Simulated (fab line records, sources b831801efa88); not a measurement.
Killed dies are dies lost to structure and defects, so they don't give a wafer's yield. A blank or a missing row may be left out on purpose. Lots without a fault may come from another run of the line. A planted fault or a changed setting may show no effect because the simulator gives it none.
A struck lot beside a sound one | flow sky130 | 16 steps out of a route of 708
Sound: wafers L139.1, L139.2, L139.6. Struck: wafers L154.2, L154.3, L154.5. The cause comes at the end.
At each step with rows: each side's tool, then ch and its chambers, then its first start. Under that, the readings that differ: sound wafers | struck wafers | difference of the means | sigmas: that difference in standard deviations of wafers without a fault.
alike: readings whose means differ by less than 2 such deviations, and words and numbers that are the same on both sides. not compared: withheld readings, readings that some wafer has no value for, bounds like >300 that may hide the same value, and numbers for which the record gives no deviation and whose values overlap.
The two part at a step that has a row with sigmas, a row that says differs or no value, or rows on one side only. Numbers that don't overlap but have no deviation are shown without sigmas and don't part them. A reading that every wafer of one side lacks parts them only if that side has two wafers or more.

first, 2 steps without rows for these wafers: SKY_LOCAL_INTERCONNECT_PEB_09; SKY_LOCAL_INTERCONNECT_DEVELOP_10 (develop time 60 s).
SKY_LOCAL_INTERCONNECT_CD_MEAS_11: target cd 170 nm.
  sound on cd_sem-01, day 33 04:39; struck on cd_sem-01, day 38 08:47
  alike: cd_nm
SKY_LOCAL_INTERCONNECT_OVL_MEAS_12:
  sound on overlay-02, day 33 04:46; struck on overlay-01, day 38 08:53
  alike: LOCAL_INTERCONNECT_OVL
SKY_LOCAL_INTERCONNECT_ETCH_13: etches BARC in N2/H2, stops on SiO2, time 45.9 s, target depth 60 nm.
  sound on rie_metal-03 ch 0,1, day 33 04:49; struck on rie_metal-01 ch 0,1, day 38 08:55
  alike: bias_w, drypump_motor_current_A, oes_product_au, throttle_valve_pct
  not compared: rf_hours_counter_h
SKY_LOCAL_INTERCONNECT_METAL_ETCH_14: etches TiN in Cl2/BCl3, stops on PSG, target depth 110 nm, time 31.4 s.
  sound on rie_metal-03 ch 0,1, day 33 04:52; struck on rie_metal-01 ch 0,1, day 38 08:59
  alike: bias_w, drypump_motor_current_A, mfc_cl2_sccm, oes_product_au, throttle_valve_pct
  not compared: rf_hours_counter_h
SKY_LOCAL_INTERCONNECT_STRIP_15: strips in O2/N2.
  sound on plasma_asher-01 ch 0,1, day 33 04:55; struck on plasma_asher-02 ch 0,1, day 38 09:02
  alike: drypump_motor_current_A, oes_product_au, strip_time_to_endpoint_s
  not compared: rf_hours_counter_h
then, 3 steps without rows for these wafers: SKY_LOCAL_INTERCONNECT_STRIP_16 (strips in post etch residue remover, time 1200 s); SKY_LOCAL_INTERCONNECT_CLEAN_17 (cleans in IPA, time 180 s); SKY_LOCAL_INTERCONNECT_CLEAN_18 (cleans in O3/DIW).
SKY_CONTACT_CVD_00: deposits Si3N4, target thk 75 nm.
  sound on pecvd-02 ch 0,1, day 33 05:31; struck on pecvd-02 ch 0,1,2, day 38 09:40
  alike: heater_power_w
SKY_CONTACT_THK_MEAS_01:
  sound on film_metro-04, day 33 05:33; struck on film_metro-03, day 38 09:43
  alike: CONTACT_CVD_00_THK
SKY_CONTACT_HDPCVD_02: deposits SiO2, target thk 565 nm, time 94.2 s.
  sound on hdpcvd-02 ch 0,2, day 33 05:37; struck on hdpcvd-01 ch 0,1,2, day 38 09:46
  reading                                     | sound             | struck            | difference | sigmas
  run_length_s (s)                            | 121.7 121.7 121.7 | 120.4 118.2 118.0 | -2.8       | -5
  model.SiO2_of_CONTACT_HDPCVD_02.thk_nm (nm) | 559.5 566.8 565.8 | 550 548 553.8     | -13        |
SKY_CONTACT_THK_MEAS_03:
  sound on film_metro-03, day 33 05:41; struck on film_metro-04, day 38 09:50
  reading                 | sound       | struck      | difference | sigmas
  CONTACT_HDPCVD_THK (nm) | 559 567 566 | 550 548 554 | -13        | -3
SKY_CONTACT_CMP_04: polishes SiO2.
  sound on cmp-02 ch 0,1, day 33 05:44; struck on cmp-02 ch 0,2,3, day 38 09:56
  alike: edge_zone_pressure_frac, motor_current_A, time_to_endpoint_s
-- the record jumps here: 13 days lie between the struck wafers' starts before and after (it left off in module CONTACT and takes up again in module PAD_OPEN, whose first step shown is number 708 of the route) --
SKY_PAD_OPEN_PROBE_99:
  sound on prober-01, day 48 01:43; struck on prober-01, day 51 11:02
  alike: killed_at_M0_to_M3, killed_at_M4_up, killed_at_contacts, killed_at_front_end, killed_at_other, killed_dies, killed_open, killed_short

WHERE THEY PART
First at SKY_CONTACT_HDPCVD_02; last, within this record, at SKY_CONTACT_THK_MEAS_03. Later steps at which nothing parts them and some readings are alike: SKY_CONTACT_CMP_04, SKY_PAD_OPEN_PROBE_99.

WHY: what the simulator had put in
Process parameter drift: hdpcvd-01, from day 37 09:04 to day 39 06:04, at SKY_CONTACT_HDPCVD_02. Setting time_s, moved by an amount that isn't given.
